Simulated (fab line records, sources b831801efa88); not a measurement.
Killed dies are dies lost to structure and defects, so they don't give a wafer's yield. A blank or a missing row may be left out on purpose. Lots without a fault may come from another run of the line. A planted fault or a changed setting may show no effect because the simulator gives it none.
Which tool did it? | flow gf180mcu | 11 lots, 33 wafers sampled, at 5 steps of a route of 602

WHAT THE GAUGES READ, wafer by wafer
GF_CONTACT_RS_MEAS_25: measures by four-point-probe. Usual: CONTACT_W_RS 0.381 ohm/sq, standard deviation 0.005.
lot  | measured     | on            | CONTACT_W_RS (ohm/sq)               | flag
L813 | day 16 20:40 | film_metro-02 | 0.374 0.376 0.380                   |
L815 | day 17 15:49 | film_metro-02 | 0.388 0.381 0.390                   |
L816 | day 18 01:59 | film_metro-04 | 0.379 0.375 0.373                   |
L817 | day 18 12:04 | film_metro-04 | 0.375 0.384 0.376                   |
L819 | day 19 04:57 | film_metro-04 | 0.390 0.382 0.380                   |
L823 | day 20 23:39 | film_metro-02 | 0.384 0.382 0.381                   |
L825 | day 21 08:11 | film_metro-04 | 0.382 0.374 0.383                   |
L829 | day 22 21:15 | film_metro-01 | 0.519 0.533 0.527 0.521 0.532 0.526 | OFF
L830 | day 23 08:20 | film_metro-01 | 0.523 0.525 0.532 0.524 0.526 0.532 | OFF
L831 | day 23 11:04 | film_metro-02 | 0.378 0.382 0.383                   |
L834 | day 24 04:17 | film_metro-02 | 0.381 0.383 0.383                   |

GF_CONTACT_THK_MEAS_26: measures by xrf. Usual: CONTACT_W_THK 292 nm, standard deviation 4.6.
lot  | measured     | on            | CONTACT_W_THK (nm)      | flag
L813 | day 16 20:47 | film_metro-02 | 304 301 297             |
L815 | day 17 15:56 | film_metro-02 | 287 295 287             |
L816 | day 18 02:06 | film_metro-04 | 295 298 299             |
L817 | day 18 12:11 | film_metro-04 | 299 292 300             |
L819 | day 19 05:04 | film_metro-04 | 288 293 295             |
L823 | day 20 23:44 | film_metro-02 | 290 292 294             |
L825 | day 21 08:19 | film_metro-04 | 295 301 294             |
L829 | day 23 01:10 | film_metro-01 | 216 211 213 216 211 213 | OFF
L830 | day 23 16:17 | film_metro-01 | 215 214 211 214 215 210 | OFF
L831 | day 23 11:11 | film_metro-02 | 296 293 293             |
L834 | day 24 04:25 | film_metro-02 | 289 288 290             |

WHICH TOOL RAN EACH LOT (tool, then ch and the chambers of the sampled wafers, then the start)
lot  | GF_CONTACT_CVD_02               | GF_CONTACT_SPUTTER_23        | GF_CONTACT_CVD_24
L813 | pecvd-02 ch 0,1,2, day 15 20:51 | pvd_sputter-01, day 16 20:31 | cvd_w-01 ch 0,1, day 16 20:34
L815 | pecvd-01 ch 0,1,2, day 16 16:14 | pvd_sputter-01, day 17 15:41 | cvd_w-01 ch 0,1, day 17 15:43
L816 | pecvd-01 ch 0,1, day 17 00:55   | pvd_sputter-02, day 18 01:42 | cvd_w-01 ch 0, day 18 01:46
L817 | pecvd-04 ch 0,2, day 17 10:41   | pvd_sputter-01, day 18 11:56 | cvd_w-01 ch 0,1, day 18 11:58
L819 | pecvd-01 ch 0,1,2, day 18 04:14 | pvd_sputter-04, day 19 04:49 | cvd_w-01 ch 0,1, day 19 04:51
L823 | pecvd-02 ch 0,1,2, day 19 21:40 | pvd_sputter-02, day 20 23:21 | cvd_w-02 ch 0, day 20 23:29
L825 | pecvd-04 ch 0,1,2, day 20 07:26 | pvd_sputter-02, day 21 08:03 | cvd_w-01 ch 0,1, day 21 08:05
L829 | pecvd-02 ch 0,1,2, day 21 20:45 | pvd_sputter-02, day 22 21:04 | cvd_w-01 ch 0,1, day 22 21:08
L830 | pecvd-02 ch 0,1, day 22 07:37   | pvd_sputter-04, day 23 08:10 | cvd_w-01 ch 0,1, day 23 08:13
L831 | pecvd-02 ch 0,1, day 22 10:46   | pvd_sputter-02, day 23 10:56 | cvd_w-02 ch 0,1, day 23 10:58
L834 | pecvd-01 ch 0,2, day 23 04:56   | pvd_sputter-02, day 24 04:10 | cvd_w-02 ch 0,1, day 24 04:11
- GF_CONTACT_CVD_02: deposits SiO2 from TEOS, target thk 860 nm, time 95.992 s.
- GF_CONTACT_SPUTTER_23: material TiN, target thk 10 nm, time 40 s.
- GF_CONTACT_CVD_24: deposits W, target thk 300 nm, time 90.339 s.

WHAT THE TOOLS THEMSELVES READ (means of the sampled wafers that have a number; where no wafer has one, the mark that the record gives instead)
GF_CONTACT_CVD_02. Usual: heater_power_w 682 W, standard deviation 140; susceptor_temp_C 399.97 C, standard deviation 0.21.
lot  | tool     | heater_power_w (W) | susceptor_temp_C (C) | flag
L813 | pecvd-02 | 718                | 400.05               |
L815 | pecvd-01 | 703                | 399.94               |
L816 | pecvd-01 | 633                | 400.05               |
L817 | pecvd-04 | 716                | 399.97               |
L819 | pecvd-01 | 672                | 400.07               |
L823 | pecvd-02 | 717                | 399.98               |
L825 | pecvd-04 | 689                | 400.02               |
L829 | pecvd-02 | 677                | 399.90               |
L830 | pecvd-02 | 686                | 400.16               |
L831 | pecvd-02 | 556                | 400.07               |
L834 | pecvd-01 | 754                | 400.09               |

GF_CONTACT_SPUTTER_23. Usual: throttle_valve_pct 29.6 %, standard deviation 0.89.
lot  | tool           | throttle_valve_pct (%) | flag
L813 | pvd_sputter-01 | 30.2                   |
L815 | pvd_sputter-01 | 29.8                   |
L816 | pvd_sputter-02 | 29.6                   |
L817 | pvd_sputter-01 | 29.8                   |
L819 | pvd_sputter-04 | 29.4                   |
L823 | pvd_sputter-02 | 29.6                   |
L825 | pvd_sputter-02 | 29.8                   |
L829 | pvd_sputter-02 | 29.8                   |
L830 | pvd_sputter-04 | 29.0                   |
L831 | pvd_sputter-02 | 29.9                   |
L834 | pvd_sputter-02 | 29.8                   |

GF_CONTACT_CVD_24. Usual: heater_power_w 798 W, standard deviation 100; susceptor_temp_C 399.99 C, standard deviation 0.22.
lot  | tool     | heater_power_w (W) | susceptor_temp_C (C) | flag
L813 | cvd_w-01 | 782                | 399.98               |
L815 | cvd_w-01 | 772                | 399.82               |
L816 | cvd_w-01 | 798                | 400.09               |
L817 | cvd_w-01 | 787                | 399.95               |
L819 | cvd_w-01 | 796                | 399.86               |
L823 | cvd_w-02 | 668                | 399.93               |
L825 | cvd_w-01 | 784                | 400.07               |
L829 | cvd_w-01 | 707                | 382.99               | OFF
L830 | cvd_w-01 | 716                | 383.01               | OFF
L831 | cvd_w-02 | 779                | 399.68               |
L834 | cvd_w-02 | 898                | 399.79               |

THE ANSWER, worked out from the rows above alone
Rule: a lot is off if the mean of its wafers that have a number lies more than 3 standard deviations from the usual mean. A lot without any number at a reading at which 4 lots or more have one is off too. The other lots that the step has rows for count as sound. The gauges are gone through in route order, then the tools' own readings, and for those a lot's mean is taken as printed above. The first step at which some lot is off is used, and at that step the reading that is off furthest; a lot without a number counts as furthest.
Off: L829, L830, at GF_CONTACT_RS_MEAS_25 (CONTACT_W_RS).
A tool fits if, at a process step before that reading, it ran every lot that is off, and no sound lot after the first of them. The gauges at GF_CONTACT_RS_MEAS_25 aren't tried: what is off there is off at GF_CONTACT_CVD_24 too, on other tools, and a gauge's error can't cause that. One fits: cvd_w-01 at GF_CONTACT_CVD_24. Its last sound lot is L825 (day 21 08:05), its first lot that is off L829 (day 22 21:08): a fault that began between those two fits.
The tool's own readings at GF_CONTACT_CVD_24 bear it out: on the lots that are off they differ by more than 5 times the standard deviation of the sound lots' means. susceptor_temp_C reads 383.00 C there against 399.91 C on the sound lots.

WHAT THE SIMULATOR HAD PUT IN
Process parameter drift: cvd_w-01, from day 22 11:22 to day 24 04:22, at GF_CONTACT_CVD_24. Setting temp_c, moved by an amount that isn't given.
Lots struck among those shown: L829, L830. The rule above found the same.
